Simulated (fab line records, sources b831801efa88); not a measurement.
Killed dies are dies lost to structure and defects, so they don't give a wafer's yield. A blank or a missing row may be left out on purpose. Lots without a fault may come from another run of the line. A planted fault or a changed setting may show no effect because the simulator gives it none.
Which tool did it? | flow gf180mcu | 14 lots, 42 wafers sampled, at 3 steps of a route of 602

WHAT THE GAUGES READ, wafer by wafer
GF_VT_IMPLANT_RS_MEAS_47: measures by four-point-probe. Usual: NWELL_RS 486.9 ohm/sq, standard deviation 1.2.
lot  | measured     | on            | NWELL_RS (ohm/sq) | flag
L258 | day 7 14:45  | film_metro-02 | 488.7 489.5 489.9 |
L260 | day 8 06:14  | film_metro-01 | 486.5 486.2 486.6 |
L261 | day 8 10:59  | film_metro-02 | 488.0 488.9 487.1 |
L262 | day 8 15:32  | film_metro-02 | 486.5 485.7 486.3 |
L263 | day 9 00:37  | film_metro-02 | 486.5 486.2 487.1 |
L264 | day 9 08:34  | film_metro-02 | 488.7 489.3 488.6 |
L265 | day 9 10:08  | film_metro-02 | 487.5 489.0 488.1 |
L266 | day 9 20:58  | film_metro-01 | 488.2 486.5 486.7 |
L267 | day 10 07:25 | film_metro-02 | 485.7 486.8 487.8 |
L268 | day 10 11:02 | film_metro-04 | 487.1 486.5 487.2 |
L269 | day 10 17:46 | film_metro-01 | 487.0 486.5 486.4 |
L274 | day 12 02:04 | film_metro-01 | 485.2 484.7 485.0 |
L277 | day 12 18:35 | film_metro-04 | 509.3 509.1 508.4 | OFF
L278 | day 13 11:38 | film_metro-02 | 507.8 508.2 508.3 | OFF

GF_PSD_RS_MEAS_14: measures by four-point-probe. Usual: NSD_RS 46.07 ohm/sq, standard deviation 0.1.
lot  | measured     | on            | NSD_RS (ohm/sq)   | flag
L258 | day 14 15:47 | film_metro-02 | 46.07 46.08 46.11 |
L260 | day 15 09:43 | film_metro-01 | 46.07 45.95 46.09 |
L261 | day 15 13:52 | film_metro-03 | 46.17 46.26 46.15 |
L262 | day 15 15:34 | film_metro-03 | 46.11 46.17 46.20 |
L263 | day 16 12:18 | film_metro-01 | 46.04 46.03 46.08 |
L264 | day 16 15:16 | film_metro-02 | 46.19 46.03 46.21 |
L265 | day 16 14:37 | film_metro-01 | 46.05 45.99 46.04 |
L266 | day 17 11:44 | film_metro-01 | 46.06 46.08 45.98 |
L267 | day 17 14:23 | film_metro-01 | 45.92 45.91 45.96 |
L268 | day 17 19:16 | film_metro-02 | 46.16 46.03 46.11 |
L269 | day 17 23:17 | film_metro-01 | 45.96 45.90 45.94 |
L274 | day 19 19:27 | film_metro-01 | 46.09 46.08 46.10 |
L277 | day 20 18:33 | film_metro-01 | 45.96 46.02 46.10 |
L278 | day 21 14:40 | film_metro-01 | 46.08 45.94 45.99 |

WHICH TOOL RAN EACH LOT (tool, then ch and the chambers of the sampled wafers, then the start)
lot  | GF_NWELL_IMPLANT_08
L258 | implanter-03 ch 0, day 3 07:19
L260 | implanter-03 ch 0, day 3 19:56
L261 | implanter-01 ch 0, day 3 23:46
L262 | implanter-01 ch 0, day 4 04:22
L263 | implanter-02 ch 0, day 4 11:13
L264 | implanter-02 ch 0, day 4 15:56
L265 | implanter-02 ch 0, day 4 20:10
L266 | implanter-03 ch 0, day 5 03:35
L267 | implanter-03 ch 0, day 5 11:01
L268 | implanter-02 ch 0, day 5 14:02
L269 | implanter-03 ch 0, day 5 20:34
L274 | implanter-02 ch 0, day 6 23:20
L277 | implanter-03 ch 0, day 7 15:05
L278 | implanter-03 ch 0, day 7 20:17
- GF_NWELL_IMPLANT_08

WHAT THE TOOLS THEMSELVES READ (means of the sampled wafers that have a number; where no wafer has one, the mark that the record gives instead)
The record holds no such reading with a usual standard deviation.

THE ANSWER, worked out from the rows above alone
Rule: a lot is off if the mean of its wafers that have a number lies more than 3 standard deviations from the usual mean. A lot without any number at a reading at which 4 lots or more have one is off too. The other lots that the step has rows for count as sound. The gauges are gone through in route order, then the tools' own readings, and for those a lot's mean is taken as printed above. The first step at which some lot is off is used, and at that step the reading that is off furthest; a lot without a number counts as furthest.
Off: L277, L278, at GF_VT_IMPLANT_RS_MEAS_47 (NWELL_RS).
A tool fits if, at a process step before that reading, it ran every lot that is off, and no sound lot after the first of them. The gauges at GF_VT_IMPLANT_RS_MEAS_47 are tried like those tools. One fits: implanter-03 at GF_NWELL_IMPLANT_08. Its last sound lot is L269 (day 5 20:34), its first lot that is off L277 (day 7 15:05): a fault that began between those two fits.

WHAT THE SIMULATOR HAD PUT IN
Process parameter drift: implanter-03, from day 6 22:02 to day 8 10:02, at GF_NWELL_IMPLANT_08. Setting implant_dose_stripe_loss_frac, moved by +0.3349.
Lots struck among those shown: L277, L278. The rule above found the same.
